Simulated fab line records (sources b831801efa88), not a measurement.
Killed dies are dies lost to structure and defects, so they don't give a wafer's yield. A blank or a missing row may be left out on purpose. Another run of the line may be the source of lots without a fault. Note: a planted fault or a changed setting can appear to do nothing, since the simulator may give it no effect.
One fault through the eyes of 2 desks | flow sky130 | each desk has only its own numbers; what lay behind them comes last

TOOL OWNER'S DESK, implanter-01
For each lot that ran on this tool, the mean over its sampled wafers that have a number, from the tool's own readings at SKY_NWELL_IMPLANT_24. A lot is out of limits, marked OUT, if its mean lies more than 4 standard deviations from the usual mean; the brackets give that distance.
Columns: A = beamOnS at SKY_NWELL_IMPLANT_24, usual 10.00 s; B = doseIonsCm2 at SKY_NWELL_IMPLANT_24, usual 9.202e+12; C = endStationPressureTorr at SKY_NWELL_IMPLANT_24, usual 5.05e-06 Torr; D = faradayCurrentUA at SKY_NWELL_IMPLANT_24, usual 51.9
lot  | first seen here | A     | B                           | C        | D
L210 | day 8 04:35     | 10.06 | 9.194e+12                   | 5.13e-06 | 51.5
L212 | day 8 17:25     | 10.01 | 9.221e+12                   | 5.09e-06 | 51.8
L215 | day 9 07:50     | 9.88  | 4.184e+12 (-99 or more) OUT | 5.03e-06 | 24.0 (-28) OUT
L218 | day 10 03:11    | 10.02 | 4.182e+12 (-99 or more) OUT | 5.11e-06 | 23.6 (-29) OUT
This desk's finding: out of limits on L215, L218; first on L215, day 9 07:50 (doseIonsCm2 at SKY_NWELL_IMPLANT_24). Within limits: L210, L212.

FROM THE METROLOGY DESK
What the gauges read for every lot (on any tool): the sampled wafers with a number, averaged. A lot is out of limits, marked OUT, if its mean lies more than 4 standard deviations from the usual mean; the brackets give that distance.
Columns: A = NWELL_2_TW at SKY_NWELL_TW_MEAS_26, usual 500.3; B = VIA3_W_RS at SKY_VIA3_RS_MEAS_22, usual 0.296 ohm/sq; C = VIA4_HDPCVD_THK at SKY_VIA4_THK_MEAS_01, usual 1753 nm
lot  | first seen here | A               | B     | C
L200 | day 5 10:08     | 503.1           | 0.297 | 1758
L201 | day 5 19:25     | 496.7           | 0.298 | 1775
L202 | day 6 01:49     | 500.2           | 0.300 | 1739
L204 | day 6 17:14     | 501.0           | 0.295 | 1784
L205 | day 6 21:53     | 502.0           | 0.300 | 1754
L206 | day 7 04:22     | 500.3           | 0.293 | 1779
L209 | day 7 20:08     | 498.9           | 0.296 | 1745
L210 | day 8 04:50     | 502.0           | 0.299 | 1732
L212 | day 8 17:38     | 500.3           | 0.293 | 1739
L215 | day 9 08:05     | 390.2 (-44) OUT | 0.294 | 1754
L217 | day 9 17:56     | 500.6           | 0.294 | 1762
L218 | day 10 03:26    | 393.7 (-43) OUT | 0.295 | 1769
This desk reports L215, L218 out of limits; the earliest was L215 at day 9 08:05 (NWELL_2_TW at SKY_NWELL_TW_MEAS_26). Within limits: L200, L201, L202, L204, L205, L206, L209, L210, L212, L217.

PUT TOGETHER
On L215, L218, at day 9 07:50, an alarm was possible from the tool owner's desk.
At day 9 08:05 the metrology desk could have sounded an alarm, on L215, L218.
Every lot named ran SKY_NWELL_IMPLANT_24 on implanter-01.

WHAT WAS PUT IN BY THE SIMULATOR
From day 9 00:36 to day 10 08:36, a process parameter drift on implanter-01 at SKY_NWELL_IMPLANT_24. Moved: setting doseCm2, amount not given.
Lots struck among those shown: L215, L218.
Time in hours from fault onset to the first out-of-limits reading at each desk: tool owner's desk 7, metrology desk 7.
